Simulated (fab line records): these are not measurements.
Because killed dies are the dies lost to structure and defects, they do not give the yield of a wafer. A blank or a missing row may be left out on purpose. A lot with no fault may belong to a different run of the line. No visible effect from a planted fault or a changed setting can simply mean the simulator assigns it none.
fab line records | flow sky130
record lots=5 wafers=15 lastDay=48
route steps=708 shown FIELD_ISO@1 PAD_OPEN@708
lots untouched by any fault: they come from a run of this same line in which no faults occurred
startH: hours from the record's opening day to when the first of the lot's shown wafers began | waitH: hours from the lot's prior step to this one | " identical to the entry in the row above | L1.1+2: one row covering several wafers at once | - either no value or no given start | * or withheld: withheld | < > ~ a bound
route shown NAME@n: NAME is a module with steps in the file, n the number in the route of the first one | usual: mean and standard deviation over wafers with no fault | same: alike in all rows | chamber/n: place in a boat | sites: each site's reading | _std_site: standard deviation across them | _edge_site: mean of outer sites minus mean of inner sites | radiusMm: how far each site lies from the wafer's centre | mask NAME#n: copy n | behind: the tool/chamber that last shaped the wafer | hold: the reason the lot was held/the length of the hold in hours/how it ended | device: transistor that didn't switch, given as n, p or np | end of line: the tests these same wafers got at the end of their route | a step without rows: its recipe alone | killed: the dies lost at the first sort to structure and to defects; this is not the yield of the wafer | map: dies across one wafer; x = killed, . = not, _ = none there
set.NAME: the setting the step ran with; set.NAME@STEP: the setting that earlier step ran with | model.NAME: the simulator's own value behind a step, which no gauge read
a table for each step, a row for each wafer; lots at some steps of the route
services: a tool's chamber out of use, with start hour (startH, from the record's first day; less than 0 if before it), hours out, and reason
## steps
# step SKY_FIELD_ISO_BOW_MEAS_00
# recipe mode=bow
# usual INCOMING_BOW=0/6.2
# columns lot.wafer tool chamber startH waitH INCOMING_BOW[um]
L219.3 filmMetro-01 - 10.04 - -4
L219.4 " - " " -6
L219.5 " - " " 2
L224.1 filmMetro-02 - 35.00 - -6
L224.2 " - " " -4
L224.5 " - " " -3
L227.2 filmMetro-01 - 50.02 - -9
L227.5 " - " " 8
L227.6 " - " " 7
L230.2 filmMetro-03 - 65.02 - -6
L230.5 " - " " 8
L230.6 " - " " 15
L231.2 filmMetro-03 - 70.02 - -3
L231.4 " - " " -16
L231.5 " - " " -12
# step SKY_FIELD_ISO_OXIDATION_01
# recipe tempC=900 ambient=O2 stabiliseS=600 purgeS=300 targetThkA=120 oxTimeS=1843
# step SKY_FIELD_ISO_THK_MEAS_02
# recipe reads=SiO2_of_FIELD_ISO_OXIDATION_01
# usual FIELD_ISO_OXIDATION_00_THK=11.97/0.2
# columns lot.wafer tool chamber startH waitH FIELD_ISO_OXIDATION_00_THK[nm]
L219.3 filmMetro-02 - 11.65 0.0 12.17
L219.4 " - " " 12.08
L219.5 " - " " 12.19
L224.1 filmMetro-03 - 37.82 0.0 12.23
L224.2 " - " " 12.28
L224.5 " - " " 12.01
L227.2 filmMetro-01 - 51.65 0.0 11.89
L227.5 " - " " 11.91
L227.6 " - " " 11.88
L230.2 filmMetro-01 - 66.72 0.0 11.97
L230.5 " - " " 11.73
L230.6 " - " " 11.71
L231.2 filmMetro-01 - 71.64 0.0 12.20
L231.4 " - " " 12.28
L231.5 " - " " 12.37
# step SKY_FIELD_ISO_CVD_03
# recipe material=Si3N4 precursor=DCS/NH3 targetThkNm=165 tempC=770 timeS=2830 pressureMtorr=250
# usual pressureMtorr=250.0/0.5 zonePowerCentrePct=13.1/2.2
# columns lot.wafer tool chamber startH waitH pressureMtorr zonePowerCentrePct model.Si3N4_of_FIELD_ISO_CVD_03.thkNm
L219.3 lpcvd-02 0 11.69 0.0 250.5 15.7 165.7
L219.4 " 0 " " 250.9 15.6 165.5
L219.5 " 0 " " 250.7 15.9 166.3
L224.1 lpcvd-02 0 39.09 1.3 249.6 15.8 165.6
L224.2 " 0 " " 250.0 15.7 164.2
L224.5 " 0 " " 249.7 15.5 165.3
L227.2 lpcvd-02 0 52.94 1.3 250.1 15.7 166.5
L227.5 " 0 " " 249.7 15.8 165.6
L227.6 " 0 " " 250.1 15.4 165.4
L230.2 lpcvd-02 0 68.44 1.7 300.4 15.8 173.7
L230.5 " 0 " " 299.5 15.9 173.9
L230.6 " 0 " " 299.2 15.8 175.1
L231.2 lpcvd-02 1 74.14 2.5 299.9 11.5 174.8
L231.4 " 1 " " 298.8 11.2 176.1
L231.5 " 1 " " 299.5 11.2 174.5
# step SKY_FIELD_ISO_THK_MEAS_04
# recipe reads=Si3N4_of_FIELD_ISO_CVD_03
# usual FIELD_ISO_CVD_03_THK=164.4/1.3
# columns lot.wafer tool chamber startH waitH FIELD_ISO_CVD_03_THK[nm]
L219.3 filmMetro-03 - 13.50 0.0 165.7
L219.4 " - " " 165.5
L219.5 " - " " 166.2
L224.1 filmMetro-01 - 40.88 0.0 165.7
L224.2 " - " " 164.1
L224.5 " - " " 165.4
L227.2 filmMetro-03 - 54.74 0.0 166.7
L227.5 " - " " 165.4
L227.6 " - " " 165.4
L230.2 filmMetro-03 - 70.23 0.0 173.7
L230.5 " - " " 173.9
L230.6 " - " " 175.1
L231.2 filmMetro-01 - 75.94 0.0 174.7
L231.4 " - " " 176.0
L231.5 " - " " 174.4
# step SKY_FIELD_ISO_DEHYDRATE_05
# recipe tempC=200 timeS=60
# step SKY_FIELD_ISO_HMDS_06
# recipe primeTimeS=60 primeTempC=120
# step SKY_FIELD_ISO_COAT_07
# recipe resist=BARC tempC=withheld timeS=withheld spinRpm=3000 resistThkNm=60
# step SKY_FIELD_ISO_COAT_08
# recipe resist=KrF-thick spinRpm=3000 resistThkNm=450
# step SKY_FIELD_ISO_SOFTBAKE_09
# recipe tempC=100 timeS=90 resist=KrF-thick
# step SKY_FIELD_ISO_EXPOSE_10
# recipe maskId=FOM na=0.68 sourceShape=annular sigmaInner=0.4 sigmaOuter=0.8 targetCdNm=150 doseMj=28
# step SKY_FIELD_ISO_PEB_11
# recipe pebTempC=withheld pebTimeS=withheld resist=KrF-thick
# step SKY_FIELD_ISO_DEVELOP_12
# recipe developTimeS=60 resist=KrF-thick devTempC=21
# step SKY_FIELD_ISO_CD_MEAS_13
# recipe targetCdNm=150
# usual cdNm=150.4/1.7
# columns lot.wafer tool chamber startH waitH cdNm
L219.3 cdSem-02 - 27.96 - 152.7
L219.4 " - " " 151.0
L219.5 " - " " 152.3
L224.1 cdSem-02 - 56.27 - 149.6
L224.2 " - " " 149.1
L224.5 " - " " 149.9
L227.2 cdSem-02 - 70.39 - 150.3
L227.5 " - " " 150.8
L227.6 " - " " 149.8
L230.2 cdSem-01 - 87.59 - 152.8
L230.5 " - " " 152.2
L230.6 " - " " 152.1
L231.2 cdSem-02 - 93.25 - 152.3
L231.4 " - " " 151.6
L231.5 " - " " 152.9
# step SKY_FIELD_ISO_ETCH_14
# recipe chemistry=N2/H2 target=BARC ionEnergyEv=200 sourceW=500 biasW=100 pressureMtorr=30 n2FlowSccm=100 h2FlowSccm=200 stopOn=SiO2 timeS=45.9 targetDepthA=600
# usual drypumpMotorCurrentA=5.6/0.45 oesProductAu=0.856/0.005 throttleValvePct=13.225/0.0093
# columns lot.wafer tool chamber startH waitH drypumpMotorCurrentA oesProductAu rfHoursCounterH throttleValvePct
L219.3 rieDiel-04 2 28.04 0.1 5.2 0.856 146 13.216
L219.4 " 0 " " 5.1 0.856 48 13.233
L219.5 " 0 " " 5.1 0.861 - 13.237
L224.1 rieDiel-04 1 56.39 0.1 5.8 0.848 5 13.228
L224.2 " 0 " " 5.1 0.863 49 13.242
L224.5 " 0 " " 5.1 0.850 - 13.236
L227.2 rieDiel-03 3 70.49 0.1 5.5 0.854 4 13.230
L227.5 " 3 " " 5.5 0.857 - 13.209
L227.6 " 0 " " 5.8 0.858 - 13.214
L230.2 rieDiel-04 2 87.69 0.1 5.2 0.858 147 13.219
L230.5 " 2 " " 5.2 0.847 - 13.219
L230.6 " 3 " " 5.4 0.854 - 13.230
L231.2 rieDiel-03 2 93.35 0.1 6.4 0.847 112 13.232
L231.4 " 0 " " 5.8 0.851 6 13.203
L231.5 " 3 " " 5.5 0.853 - 13.226
# step SKY_FIELD_ISO_ETCH_15
# recipe chemistry=CHF3/O2 targetDepthNm=180 stopOn=Si sourceW=600 biasW=200 pressureMtorr=40 chf3FlowSccm=50 O2_flow_sccm=5 timeS=72
# usual O2_flow_sccm=4.998/0.018 drypumpMotorCurrentA=5.6/0.44 oesProductAu=0.944/0.0067 throttleValvePct=8.844/0.01
# columns lot.wafer tool chamber startH waitH O2_flow_sccm drypumpMotorCurrentA oesProductAu rfHoursCounterH throttleValvePct model.etch.depthNm
L219.3 rieDiel-04 2 28.08 0.0 4.987 5.2 0.949 146 8.837 165.7
L219.4 " 0 " " 4.974 5.1 0.945 48 8.843 165.5
L219.5 " 0 " " 4.972 5.1 0.954 - 8.836 166.3
L224.1 rieDiel-04 1 56.43 0.0 4.996 5.8 0.950 5 8.839 165.6
L224.2 " 0 " " 4.990 5.1 0.944 49 8.849 164.2
L224.5 " 0 " " 4.983 5.1 0.941 - 8.850 165.3
L227.2 rieDiel-03 3 70.53 0.0 4.969 5.5 0.955 4 8.841 166.5
L227.5 " 3 " " 4.995 5.5 0.944 - 8.874 165.6
L227.6 " 0 " " 4.985 5.8 0.949 - 8.820 165.4
L230.2 rieDiel-04 2 87.73 0.0 5.052 5.2 0.964 147 8.850 173.7
L230.5 " 2 " " 5.025 5.2 0.975 - 8.846 173.9
L230.6 " 3 " " 5.019 5.3 0.973 - 8.862 175.1
L231.2 rieDiel-03 2 93.39 0.0 5.007 6.3 0.977 112 8.865 174.8
L231.4 " 0 " " 4.987 5.9 0.984 6 8.867 176.1
L231.5 " 3 " " 4.969 5.5 0.981 - 8.853 174.5
# step SKY_FIELD_ISO_STRIP_16
# recipe chemistry=O2/N2 powerW=1400 pressureMtorr=1500 platenTempC=withheld o2FlowSccm=3000 n2FlowSccm=300 overashFraction=0.5
# usual drypumpMotorCurrentA=5.8/0.34 oesProductAu=0.379/0.0046 stripTimeToEndpointS=3.560/0.028
# columns lot.wafer tool chamber startH waitH drypumpMotorCurrentA oesProductAu rfHoursCounterH stripTimeToEndpointS
L219.3 plasmaAsher-04 0 28.17 0.1 5.8 0.381 - 3.616
L219.4 " 1 " " 6.0 0.381 - 3.544
L219.5 " 0 " " 5.9 0.384 - 3.591
L224.1 plasmaAsher-01 1 56.49 0.0 5.9 0.378 34 3.532
L224.2 " 0 " " 5.8 0.375 34 3.527
L224.5 " 1 " " 6.0 0.376 - 3.500
L227.2 plasmaAsher-04 0 70.59 0.0 5.8 0.373 40 3.583
L227.5 " 1 " " 6.0 0.375 - 3.582
L227.6 " 0 " " 5.8 0.384 - 3.559
L230.2 plasmaAsher-04 1 87.79 0.0 6.0 0.384 42 3.606
L230.5 " 1 " " 6.0 0.380 - 3.558
L230.6 " 0 " " 5.8 0.372 - 3.557
L231.2 plasmaAsher-04 1 93.45 0.0 6.0 0.378 43 3.529
L231.4 " 0 " " 5.8 0.380 - 3.514
L231.5 " 1 " " 6.0 0.381 - 3.524
# step SKY_FIELD_ISO_ETCH_17
# recipe targetDepthA=3420 maskMaterial=Si3N4 chemistry=HBr/Cl2/O2 target=Si taperDeg=5 icpW=600 biasW=150 pressureMtorr=15 HBr_flow_sccm=150 Cl2_flow_sccm=40 O2_flow_sccm=6 timeS=97.7
# usual O2_flow_sccm=5.999/0.02 drypumpMotorCurrentA=5.8/0.56 mfcCl2Sccm=40.01/0.12 oesProductAu=1.001/0.0077 throttleValvePct=25.656/0.0096
# columns lot.wafer tool chamber startH waitH O2_flow_sccm drypumpMotorCurrentA mfcCl2Sccm oesProductAu rfHoursCounterH throttleValvePct
L219.3 rieSi-01 3 28.24 0.0 5.986 5.7 39.78 0.997 73 25.649
L219.4 " 1 " " 5.972 5.5 40.11 1.001 21 25.665
L219.5 " 0 " " 6.000 5.3 40.08 1.002 - 25.661
L224.1 rieSi-02 1 56.59 0.1 5.986 5.2 40.10 1.010 2 25.644
L224.2 " 0 " " 6.053 6.6 39.94 1.002 127 25.651
L224.5 " 3 " " 5.989 5.6 39.98 1.005 - 25.654
L227.2 rieSi-02 0 70.69 0.1 5.986 6.6 40.26 1.004 128 25.655
L227.5 " 1 " " 5.990 5.2 39.98 0.991 - 25.684
L227.6 " 0 " " 5.966 6.6 40.15 0.998 - 25.670
L230.2 rieSi-02 3 87.89 0.1 6.017 5.6 40.27 0.999 0 25.641
L230.5 " 3 " " 6.014 5.6 40.08 1.011 - 25.657
L230.6 " 2 " " 5.959 6.4 40.11 1.002 - 25.649
L231.2 rieSi-01 0 93.55 0.1 5.996 5.2 40.02 0.997 12 25.662
L231.4 " 3 " " 5.981 5.7 39.89 0.989 73 25.668
L231.5 " 1 " " 6.012 5.5 40.10 0.991 - 25.666
# step SKY_FIELD_ISO_WET_ETCH_18
# recipe chemistry=H3PO4 targetDepthNm=25 tempC=160 target=Si3N4 timeS=286
# step SKY_FIELD_ISO_CLEAN_19
# recipe chemistry=SC1/SC2 mix=1:4:20 tempC=70 timeS=150
# step SKY_FIELD_ISO_CLEAN_20
# recipe chemistry=dHF timeS=20 dilution=100:1
# step SKY_FIELD_ISO_WET_ETCH_21
# recipe chemistry=dHF dilution=100:1 targetDepthNm=20 dry=ipaMarangoni target=SiO2 tempC=25 timeS=400
# step SKY_FIELD_ISO_OXIDATION_22
# recipe tempC=950 ambient=O2 stabiliseS=600 purgeS=300 targetThkA=100 oxTimeS=623
# step SKY_FIELD_ISO_THK_MEAS_23
# recipe reads=SiO2_of_FIELD_ISO_OXIDATION_22
# usual FIELD_ISO_OXIDATION_01_THK=10.00/0.18
# columns lot.wafer tool chamber startH waitH FIELD_ISO_OXIDATION_01_THK[nm]
L219.3 filmMetro-01 - 29.78 0.0 10.05
L219.4 " - " " 9.84
L219.5 " - " " 10.04
L224.1 filmMetro-01 - 59.21 0.0 9.91
L224.2 " - " " 9.91
L224.5 " - " " 9.95
L227.2 filmMetro-03 - 72.81 0.0 10.02
L227.5 " - " " 9.99
L227.6 " - " " 10.14
L230.2 filmMetro-03 - 90.42 0.0 10.18
L230.5 " - " " 10.18
L230.6 " - " " 10.20
L231.2 filmMetro-01 - 95.48 0.0 10.01
L231.4 " - " " 9.88
L231.5 " - " " 9.84
# step SKY_FIELD_ISO_CVD_24
# recipe material=SiO2 targetThkNm=595 tempC=650 sigmaOpenFrac=0.3 timeS=99.2 sih4FlowSccm=60 pressureMtorr=6
# step SKY_FIELD_ISO_THK_MEAS_25
# recipe reads=SiO2_of_FIELD_ISO_CVD_24
# usual FIELD_ISO_CVD_24_THK=594/5.3
# columns lot.wafer tool chamber startH waitH FIELD_ISO_CVD_24_THK[nm]
L219.3 filmMetro-01 - 29.91 0.1 587
L219.4 " - " " 594
L219.5 " - " " 589
L224.1 filmMetro-03 - 59.35 0.0 601
L224.2 " - " " 603
L224.5 " - " " 605
L227.2 filmMetro-03 - 73.03 0.1 602
L227.5 " - " " 597
L227.6 " - " " 583
L230.2 filmMetro-03 - 90.55 0.0 600
L230.5 " - " " 594
L230.6 " - " " 595
L231.2 filmMetro-03 - 95.62 0.0 593
L231.4 " - " " 599
L231.5 " - " " 600
# step SKY_FIELD_ISO_ANNEAL_26
# recipe tempC=1000 timeS=1800 ambient=N2
# step SKY_FIELD_ISO_CMP_27
# recipe stopOn=Si3N4 tOverpolishS=16 downForcePsi=4 platenRpm=60 targetThkNm=457.8 padVelocityMS=0.94248
# usual motorCurrentA=12.0/1.7 platenRpm=60.00/0.042 slurryFilterDpKPa=13.51/0.13
# columns lot.wafer tool chamber startH waitH motorCurrentA platenRpm slurryFilterDpKPa
L219.3 cmp-01 2 31.77 0.1 13.2 60.04 13.52
L219.4 " 0 " " 10.0 60.02 13.76
L219.5 " 2 " " 13.9 59.94 13.54
L224.1 cmp-02 1 61.01 0.1 14.0 60.02 13.57
L224.2 " 2 " " 13.9 60.03 13.55
L224.5 " 3 " " 13.7 59.95 13.45
L227.2 cmp-01 2 74.73 0.1 13.4 60.07 13.45
L227.5 " 3 " " 9.3 60.00 13.79
L227.6 " 0 " " 9.5 59.95 13.54
L230.2 cmp-01 2 94.35 0.1 13.2 59.98 13.35
L230.6 " 1 " " 13.1 59.97 13.55
L230.5 " 2 " " 13.3 60.01 13.45
L231.4 cmp-01 3 98.52 0.1 9.3 59.96 13.35
L231.2 " 1 " " 12.5 59.96 13.54
L231.5 " 2 " " 12.8 60.03 13.44
# step SKY_FIELD_ISO_WET_ETCH_28
# recipe chemistry=dHF targetDepthNm=23.7 target=SiO2 dilution=10:1 tempC=25 timeS=47
# columns lot.wafer tool chamber startH waitH model.Si3N4_of_FIELD_ISO_CVD_03.thkNm
L219.3 wetBench-01 1 32.02 0.2 119.2
L219.4 " 1 " " 118.8
L219.5 " 1 " " 119.8
L224.1 wetBench-02 1 61.21 0.1 118.5
L224.2 " 1 " " 117.3
L224.5 " 1 " " 118.2
L227.2 wetBench-04 0 74.88 0.1 121.2
L227.5 " 0 " " 120.5
L227.6 " 0 " " 120.2
L230.2 wetBench-04 3 94.60 0.2 128.1
L230.5 " 3 " " 128.2
L230.6 " 3 " " 129.6
L231.2 wetBench-01 1 98.77 0.1 128.8
L231.4 " 1 " " 130
L231.5 " 1 " " 128.5
# step SKY_FIELD_ISO_WET_ETCH_29
# recipe chemistry=H3PO4 targetDepthNm=160 target=Si3N4 tempC=160 timeS=1825
# step SKY_PAD_OPEN_PROBE_99
# usual killed_at_M0_to_M3=44/7.7 killed_at_M4_up=3.2/1.7 killedAtContacts=24/5.3 killedAtFrontEnd=15/4.3 killedAtOther=0.3/0.57 killedDies=87/11 killedOpen=47/7.4 killedShort=40/6.5
# same grossDies=492 killedAtBackSide=0
# columns lot.wafer tool chamber startH waitH killed_at_M0_to_M3 killed_at_M4_up killedAtContacts killedAtFrontEnd killedAtOther killedDies killedOpen killedShort model.etest.pfet_16v.rOnOhmUm model.etest.fieldN.vtV model.etest.sramNfetPass.offLog10AUm
L219.3 prober-02 - 1068.75 0.2 43 3 24 14 1 85 48 37 1.493e+04 35.88 -12.86
L219.4 prober-02 - 1068.80 0.2 45 4 22 10 0 81 45 36 1.526e+04 36.19 -12.65
L219.5 prober-02 - 1068.85 0.2 47 6 25 14 1 93 46 47 1.512e+04 36.08 -12.57
L224.1 prober-02 - 1111.25 0.1 40 6 22 9 0 77 39 38 1.527e+04 35.87 -12.39
L224.2 prober-02 - 1111.30 0.1 45 4 28 11 0 88 54 34 1.528e+04 35.85 -12.66
L224.5 prober-02 - 1111.45 0.2 41 3 29 11 1 85 44 41 1.549e+04 36.2 -12.6
L227.2 prober-02 - 1123.25 0.1 38 1 20 14 1 74 38 36 1.488e+04 36.28 -12.54
L227.5 prober-02 - 1123.40 0.2 44 1 18 10 0 73 43 30 1.488e+04 36 -12.86
L227.6 prober-02 - 1123.45 0.2 42 2 17 9 0 70 41 29 1.497e+04 35.98 -12.68
L230.2 prober-01 - 1144.25 0.1 60 5 27 9 1 102 52 50 1.519e+04 36.48 -12.51
L230.5 prober-01 - 1144.40 0.2 54 1 17 15 1 88 45 43 1.55e+04 36.81 -12.76
L230.6 prober-01 - 1144.45 0.2 41 4 34 14 0 93 48 45 1.528e+04 36.59 -13.15
L231.2 prober-02 - 1145.85 0.1 35 2 25 15 0 77 45 32 1.545e+04 36.44 -13.02
L231.4 prober-02 - 1145.95 0.2 46 3 20 16 0 85 40 45 1.544e+04 36.37 -13.25
L231.5 prober-02 - 1146.00 0.2 47 4 23 17 0 91 39 52 1.518e+04 35.86 -13.11
# killed by level:class
L219.3 CONTACT:geometricParticle:open=13 VIA1:geometricParticle:open=12 VIA1:geometricParticle:short=10 VIA2:geometricParticle:open=7 POLY_GATE:geometricParticle:open=5 CONTACT:geometricParticle:short=5 FIELD_ISO:geometricParticle:open=4 FIELD_ISO:geometricParticle:short=3
L219.4 LI_CONTACT:geometricParticle:open=10 VIA1:geometricParticle:open=10 VIA3:geometricParticle:open=7 VIA1:geometricParticle:short=5 POLY_GATE:geometricParticle:open=4 VIA2:geometricParticle:open=4 LI_CONTACT:geometricParticle:short=4 CONTACT:geometricParticle:open=4
L219.5 VIA1:geometricParticle:open=15 LI_CONTACT:geometricParticle:open=8 VIA1:geometricParticle:short=8 CONTACT:geometricParticle:open=6 VIA2:geometricParticle:open=6 METAL4:geometricParticle:short=6 POLY_GATE:geometricParticle:short=5 METAL1:geometricParticle:short=5
L224.1 VIA1:geometricParticle:open=9 LI_CONTACT:geometricParticle:open=8 VIA3:geometricParticle:open=7 METAL1:geometricParticle:short=6 METAL2:geometricParticle:short=6 LOCAL_INTERCONNECT:geometricParticle:short=5 METAL4:geometricParticle:short=4 LI_CONTACT:geometricParticle:short=3
L224.2 CONTACT:geometricParticle:open=15 VIA1:geometricParticle:open=12 VIA2:geometricParticle:open=9 VIA3:geometricParticle:open=8 CONTACT:geometricParticle:short=6 METAL2:geometricParticle:short=5 FIELD_ISO:geometricParticle:short=3 POLY_GATE:geometricParticle:short=3
L224.5 CONTACT:geometricParticle:open=12 VIA2:geometricParticle:open=9 LOCAL_INTERCONNECT:geometricParticle:short=6 CONTACT:geometricParticle:short=6 VIA3:geometricParticle:open=6 LI_CONTACT:geometricParticle:open=5 VIA1:geometricParticle:short=4 VIA1:geometricParticle:open=4
L227.2 VIA1:geometricParticle:open=8 LI_CONTACT:geometricParticle:open=7 CONTACT:geometricParticle:open=7 METAL2:geometricParticle:short=6 METAL1:geometricParticle:short=5 FIELD_ISO:geometricParticle:short=4 FIELD_ISO:geometricParticle:open=4 VIA3:geometricParticle:open=4
L227.5 VIA2:geometricParticle:open=11 VIA1:geometricParticle:open=9 LI_CONTACT:geometricParticle:open=6 CONTACT:geometricParticle:open=6 VIA1:geometricParticle:short=6 METAL2:geometricParticle:short=4 METAL1:geometricParticle:short=4 LOCAL_INTERCONNECT:geometricParticle:short=3
L227.6 VIA1:geometricParticle:open=9 CONTACT:geometricParticle:short=7 VIA3:geometricParticle:open=7 VIA2:geometricParticle:open=7 VIA1:geometricParticle:short=6 FIELD_ISO:geometricParticle:open=4 LI_CONTACT:geometricParticle:open=4 CONTACT:geometricParticle:open=4
L230.2 VIA1:geometricParticle:open=20 METAL1:geometricParticle:short=8 CONTACT:geometricParticle:open=7 VIA3:geometricParticle:short=6 VIA1:geometricParticle:short=6 VIA2:geometricParticle:open=6 LI_CONTACT:geometricParticle:short=5 LI_CONTACT:geometricParticle:open=5
L230.5 VIA1:geometricParticle:open=12 METAL1:geometricParticle:short=9 METAL2:geometricParticle:short=9 VIA2:geometricParticle:open=9 FIELD_ISO:geometricParticle:open=6 VIA3:geometricParticle:open=6 LI_CONTACT:geometricParticle:open=5 POLY_GATE:geometricParticle:short=4
L230.6 CONTACT:geometricParticle:open=18 VIA1:geometricParticle:open=8 LI_CONTACT:geometricParticle:open=6 METAL2:geometricParticle:short=6 METAL1:geometricParticle:short=6 VIA3:geometricParticle:short=5 FIELD_ISO:geometricParticle:short=4 POLY_GATE:geometricParticle:short=4
L231.2 VIA1:geometricParticle:open=10 CONTACT:geometricParticle:open=9 VIA3:geometricParticle:open=6 FIELD_ISO:geometricParticle:open=5 LI_CONTACT:geometricParticle:open=5 LOCAL_INTERCONNECT:geometricParticle:short=5 CONTACT:geometricParticle:short=5 VIA2:geometricParticle:open=5
L231.4 VIA1:geometricParticle:short=8 VIA2:geometricParticle:open=8 CONTACT:geometricParticle:open=6 VIA3:geometricParticle:open=6 VIA2:geometricParticle:short=5 LOCAL_INTERCONNECT:geometricParticle:short=5 METAL1:geometricParticle:short=5 VIA1:geometricParticle:open=5
L231.5 VIA1:geometricParticle:open=12 METAL2:geometricParticle:short=9 CONTACT:geometricParticle:open=8 METAL1:geometricParticle:short=6 VIA3:geometricParticle:short=6 FIELD_ISO:geometricParticle:short=4 LI_CONTACT:geometricParticle:short=4 LOCAL_INTERCONNECT:geometricParticle:short=4
## services
# columns tool chamber startH hours kind
wetBench-01 - -8.71 9.4 repair
rieSi-01 1 5.28 1.7 repair
rieDiel-03 - 6.29 1.0 repair
cmp-02 - 14.51 1.3 repair
cmp-02 - 14.85 5.4 repair
cmp-02 - 23.30 1.0 repair
cmp-01 - 28.54 1.4 repair
rieSi-02 3 28.95 - clean
rieSi-02 3 28.95 16.5 scheduledDown
rieSi-02 3 28.95 16.5 ventCycle
cmp-02 - 31.30 4.3 pm
plasmaAsher-01 - 34.54 7.7 repair
rieSi-01 - 40.85 28.1 pm
rieSi-02 2 51.99 7.4 repair
lpcvd-02 - 57.60 2.8 pm
cmp-02 - 64.00 4.0 pm
cmp-02 - 68.00 - consumableReplace:conditioner
cmp-02 - 68.00 - consumableReplace:pad
cmp-01 - 71.52 0.9 repair
cmp-01 - 71.85 1.1 repair
cmp-02 - 95.06 4.3 repair
rieDiel-04 0 95.75 6.7 repair
## key
firstSign step=SKY_FIELD_ISO_CVD_03 reading=pressureMtorr direction=up sigmas=98 usual=250.0 struck=299.6
effect step=SKY_FIELD_ISO_THK_MEAS_04 reading=FIELD_ISO_CVD_03_THK direction=up sigmas=7.8 usual=164.4 struck=174.6
effect step=SKY_FIELD_ISO_ETCH_15 reading=oesProductAu direction=up sigmas=4.7 usual=0.944 struck=0.976
modelEffect step=SKY_FIELD_ISO_CVD_03 value=Si3N4_of_FIELD_ISO_CVD_03.thkNm without=165.4 struck=174.7
modelEffect step=SKY_FIELD_ISO_ETCH_15 value=etch.depthNm without=165.4 struck=174.7
modelEffect step=SKY_FIELD_ISO_WET_ETCH_28 value=Si3N4_of_FIELD_ISO_CVD_03.thkNm without=119.6 struck=128.9
modelEffect step=SKY_PAD_OPEN_PROBE_99 value=etest.pfet_16v.rOnOhmUm without=1.504e+04 struck=1.534e+04
metAt SKY_FIELD_ISO_CVD_03
struckWafers L230.2,L230.5,L230.6,L231.2,L231.4,L231.5
testerLeftOut L230,L231
onsetBetween 52.94 68.44
fault kind=processParameterDrift tool=lpcvd-02 chamber=- onsetH=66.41 steps=SKY_FIELD_ISO_CVD_03 channel=pressureMtorr offset=50 shape=step endH=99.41 actsIn=theseRecipesOnly stated=250
# testerLeftOut: of these lots the tester's yield and bins aren't shown, on N5 and GAA mostly nor the transistor test; their killed dies are dies lost to structure and defects alone, not to doping, threshold or leakage, so they don't give the yield
